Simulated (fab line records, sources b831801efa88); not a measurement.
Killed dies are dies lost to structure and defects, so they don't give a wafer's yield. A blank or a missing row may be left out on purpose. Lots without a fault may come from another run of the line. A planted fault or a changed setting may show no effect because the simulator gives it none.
One fault seen from 2 desks | flow sky130 | each desk has only its own numbers; what lay behind them comes last

THE TOOL OWNER'S DESK: litho_track-02
The tool's own readings at SKY_METAL2_DEVELOP_14 (develop time 60 s): means of the sampled wafers that have a number, for each lot that ran on this tool. A lot is out of limits, marked OUT, if its mean lies more than 4 standard deviations from the usual mean; the brackets give that distance.
Columns: A = chill_plate_temp_C at SKY_METAL2_DEVELOP_14, usual 23.01 C
lot  | first seen here | A
L877 | day 40 08:00    | 23.12
L882 | day 41 08:00    | 22.93
This desk's finding: nothing out of limits on any of the 2 lots.

THE METROLOGY DESK
What the gauges read, lot by lot, whatever tool the lot ran on: means of the sampled wafers that have a number. A lot is out of limits, marked OUT, if its mean lies more than 4 standard deviations from the usual mean; the brackets give that distance.
Columns: A = METAL2_ALCU_RS at SKY_METAL2_RS_MEAS_05, usual 0.1269 ohm/sq; B = METAL2_ALCU_THK at SKY_METAL2_THK_MEAS_06, usual 253 nm; C = cd_nm at SKY_METAL2_CD_MEAS_15, usual 140.0 nm
lot  | first seen here | A      | B   | C
L867 | day 36 06:58    | 0.1271 | 255 | -
L866 | day 36 09:49    | 0.1288 | 253 | -
L877 | day 39 08:47    | 0.1285 | 250 | 138.7
L878 | day 39 09:06    | 0.1269 | 251 | 142.2
L880 | day 39 21:41    | 0.1257 | 252 | 141.6
L882 | day 40 08:25    | 0.1264 | 253 | 141.7
This desk's finding: nothing out of limits on any of the 6 lots.

PUT TOGETHER
The tool owner's desk saw nothing out of limits.
The metrology desk saw nothing out of limits.

WHAT THE SIMULATOR HAD PUT IN
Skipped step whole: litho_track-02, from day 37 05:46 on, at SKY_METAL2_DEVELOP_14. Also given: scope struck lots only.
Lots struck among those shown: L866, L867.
